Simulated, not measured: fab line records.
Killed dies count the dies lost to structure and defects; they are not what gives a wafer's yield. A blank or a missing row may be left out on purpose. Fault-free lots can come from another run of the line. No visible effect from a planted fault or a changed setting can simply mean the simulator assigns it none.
Shared-tool check || flow sky130 || Sampled: 15 lots, 45 wafers

## WHY THIS WAS OPENED
SKY_PWDE_TW_MEAS_10, reading PWDE_TW: flagged on 3 of 15 lots. Fault-free wafers read 373, with a standard deviation of 7.
Rule: flag the lot when none of its wafers has a number, or when each of its wafers that has one lies beyond 4 standard deviations from that mean. All remaining lots are regarded as sound.

{"lot": "L893", "measured": "day 3 21:31", "on": "film-metro-02", "PWDE_TW, wafer by wafer": "366 367 367", "flag": ""}
{"lot": "L895", "measured": "day 4 10:56", "on": "film-metro-02", "PWDE_TW, wafer by wafer": "364 368 368", "flag": ""}
{"lot": "L898", "measured": "day 5 00:44", "on": "film-metro-01", "PWDE_TW, wafer by wafer": "365 367 369", "flag": ""}
{"lot": "L900", "measured": "day 5 11:17", "on": "film-metro-02", "PWDE_TW, wafer by wafer": "368 365 368", "flag": ""}
{"lot": "L903", "measured": "day 6 08:46", "on": "film-metro-02", "PWDE_TW, wafer by wafer": "29 29 29", "flag": "FLAGGED"}
{"lot": "L904", "measured": "day 6 15:34", "on": "film-metro-04", "PWDE_TW, wafer by wafer": "31 31 31", "flag": "FLAGGED"}
{"lot": "L905", "measured": "day 6 17:16", "on": "film-metro-04", "PWDE_TW, wafer by wafer": "31 31 31", "flag": "FLAGGED"}
{"lot": "L908", "measured": "day 7 11:08", "on": "film-metro-04", "PWDE_TW, wafer by wafer": "380 381 380", "flag": ""}
{"lot": "L909", "measured": "day 7 16:02", "on": "film-metro-04", "PWDE_TW, wafer by wafer": "381 382 383", "flag": ""}
{"lot": "L910", "measured": "day 7 21:05", "on": "film-metro-01", "PWDE_TW, wafer by wafer": "373 372 371", "flag": ""}
{"lot": "L911", "measured": "day 8 03:16", "on": "film-metro-02", "PWDE_TW, wafer by wafer": "367 365 366", "flag": ""}
{"lot": "L913", "measured": "day 8 16:44", "on": "film-metro-04", "PWDE_TW, wafer by wafer": "379 378 380", "flag": ""}
{"lot": "L914", "measured": "day 8 22:52", "on": "film-metro-04", "PWDE_TW, wafer by wafer": "376 378 379", "flag": ""}
{"lot": "L915", "measured": "day 9 02:07", "on": "film-metro-02", "PWDE_TW, wafer by wafer": "363 363 365", "flag": ""}
{"lot": "L916", "measured": "day 9 05:25", "on": "film-metro-04", "PWDE_TW, wafer by wafer": "381 379 380", "flag": ""}
The numbers of the flagged lots are 30 on average: -343 against the usual, or -49 standard deviations.

## TOOL THAT RAN EACH LOT
The record holds 2 process steps before the reading, out of a route of 708 steps. Cell contents, in order: the tool; ch with the chambers the sampled wafers went through; the start.
{"lot": "L893", "flag": "", "SKY_DNWELL_STRIP_08": "plasma-asher-04 ch 0,1, day 3 05:42", "SKY_PWDE_STRIP_09": "plasma-asher-04 ch 0,1, day 3 21:25"}
{"lot": "L895", "flag": "", "SKY_DNWELL_STRIP_08": "plasma-asher-03 ch 0,1, day 3 17:03", "SKY_PWDE_STRIP_09": "plasma-asher-04 ch 0, day 4 10:49"}
{"lot": "L898", "flag": "", "SKY_DNWELL_STRIP_08": "plasma-asher-03 ch 1, day 4 07:15", "SKY_PWDE_STRIP_09": "plasma-asher-03 ch 0, day 5 00:37"}
{"lot": "L900", "flag": "", "SKY_DNWELL_STRIP_08": "plasma-asher-02 ch 0,1, day 4 17:52", "SKY_PWDE_STRIP_09": "plasma-asher-03 ch 0,1, day 5 11:12"}
{"lot": "L903", "flag": "FLAGGED", "SKY_DNWELL_STRIP_08": "plasma-asher-03 ch 1, day 5 13:52", "SKY_PWDE_STRIP_09": "plasma-asher-01 ch 0,1, day 6 08:40"}
{"lot": "L904", "flag": "FLAGGED", "SKY_DNWELL_STRIP_08": "plasma-asher-03 ch 0,1, day 5 19:48", "SKY_PWDE_STRIP_09": "plasma-asher-01 ch 1, day 6 15:28"}
{"lot": "L905", "flag": "FLAGGED", "SKY_DNWELL_STRIP_08": "plasma-asher-03 ch 0,1, day 5 22:15", "SKY_PWDE_STRIP_09": "plasma-asher-03 ch 0,1, day 6 17:10"}
{"lot": "L908", "flag": "", "SKY_DNWELL_STRIP_08": "plasma-asher-03 ch 0,1, day 6 15:24", "SKY_PWDE_STRIP_09": "plasma-asher-03 ch 0,1, day 7 11:01"}
{"lot": "L909", "flag": "", "SKY_DNWELL_STRIP_08": "plasma-asher-02 ch 0,1, day 6 19:45", "SKY_PWDE_STRIP_09": "plasma-asher-04 ch 0, day 7 15:56"}
{"lot": "L910", "flag": "", "SKY_DNWELL_STRIP_08": "plasma-asher-03 ch 0,1, day 7 00:14", "SKY_PWDE_STRIP_09": "plasma-asher-04 ch 0,1, day 7 20:59"}
{"lot": "L911", "flag": "", "SKY_DNWELL_STRIP_08": "plasma-asher-02 ch 0,1, day 7 06:15", "SKY_PWDE_STRIP_09": "plasma-asher-03 ch 0,1, day 8 03:10"}
{"lot": "L913", "flag": "", "SKY_DNWELL_STRIP_08": "plasma-asher-04 ch 0,1, day 7 19:45", "SKY_PWDE_STRIP_09": "plasma-asher-03 ch 0,1, day 8 16:38"}
{"lot": "L914", "flag": "", "SKY_DNWELL_STRIP_08": "plasma-asher-04 ch 0,1, day 8 01:18", "SKY_PWDE_STRIP_09": "plasma-asher-03 ch 0, day 8 22:46"}
{"lot": "L915", "flag": "", "SKY_DNWELL_STRIP_08": "plasma-asher-02 ch 0,1, day 8 05:03", "SKY_PWDE_STRIP_09": "plasma-asher-03 ch 0,1, day 9 02:01"}
{"lot": "L916", "flag": "", "SKY_DNWELL_STRIP_08": "plasma-asher-04 ch 0,1, day 8 08:34", "SKY_PWDE_STRIP_09": "plasma-asher-01 ch 0,1, day 9 05:17"}
What is done by these steps:
- SKY_DNWELL_STRIP_08: strips in O2/N2.
- SKY_PWDE_STRIP_09: strips in O2/N2.
- SKY_PWDE_TW_MEAS_10

## FLAGGED OVER TOTAL, TOOL BY TOOL (the gauges that took the reading come last)
{"step": "SKY_DNWELL_STRIP_08", "tool": "plasma-asher-02", "lots run": 4, "flagged": 0, "share of the flagged lots": "none", "sound lots run after its first flagged lot": "-"}
{"step": "SKY_DNWELL_STRIP_08", "tool": "plasma-asher-03", "lots run": 7, "flagged": 3, "share of the flagged lots": "all", "sound lots run after its first flagged lot": "2 (L908,L910)"}
{"step": "SKY_DNWELL_STRIP_08", "tool": "plasma-asher-04", "lots run": 4, "flagged": 0, "share of the flagged lots": "none", "sound lots run after its first flagged lot": "-"}
{"step": "SKY_PWDE_STRIP_09", "tool": "plasma-asher-01", "lots run": 3, "flagged": 2, "share of the flagged lots": "some", "sound lots run after its first flagged lot": "1 (L916)"}
{"step": "SKY_PWDE_STRIP_09", "tool": "plasma-asher-03", "lots run": 8, "flagged": 1, "share of the flagged lots": "some", "sound lots run after its first flagged lot": "5 (L908,L911,L913,L914,L915)"}
{"step": "SKY_PWDE_STRIP_09", "tool": "plasma-asher-04", "lots run": 4, "flagged": 0, "share of the flagged lots": "none", "sound lots run after its first flagged lot": "-"}
{"step": "SKY_PWDE_TW_MEAS_10", "tool": "film-metro-01", "lots run": 2, "flagged": 0, "share of the flagged lots": "none", "sound lots run after its first flagged lot": "-"}
{"step": "SKY_PWDE_TW_MEAS_10", "tool": "film-metro-02", "lots run": 6, "flagged": 1, "share of the flagged lots": "some", "sound lots run after its first flagged lot": "2 (L911,L915)"}
{"step": "SKY_PWDE_TW_MEAS_10", "tool": "film-metro-04", "lots run": 7, "flagged": 2, "share of the flagged lots": "some", "sound lots run after its first flagged lot": "5 (L908,L909,L913,L914,L916)"}

## WHAT THE TABLE PERMITS
In the table, 1 row covers all flagged lots: plasma-asher-03 at SKY_DNWELL_STRIP_08.
- plasma-asher-03 at SKY_DNWELL_STRIP_08 ran 7 lots, 3 of them flagged. After the first flagged lot (L908, L910), sound lots still ran on it; a lasting fault on the whole tool would not permit that. On the flagged lots its readings are blank where sound lots have values: chamber-pressure-mTorr, drypump-motor-current-A, oes-product-au, strip-time-to-endpoint-s.
None of the table's rows ran every flagged lot and, after the first, no sound lot.

## WHAT HAD BEEN PUT IN BY THE SIMULATOR
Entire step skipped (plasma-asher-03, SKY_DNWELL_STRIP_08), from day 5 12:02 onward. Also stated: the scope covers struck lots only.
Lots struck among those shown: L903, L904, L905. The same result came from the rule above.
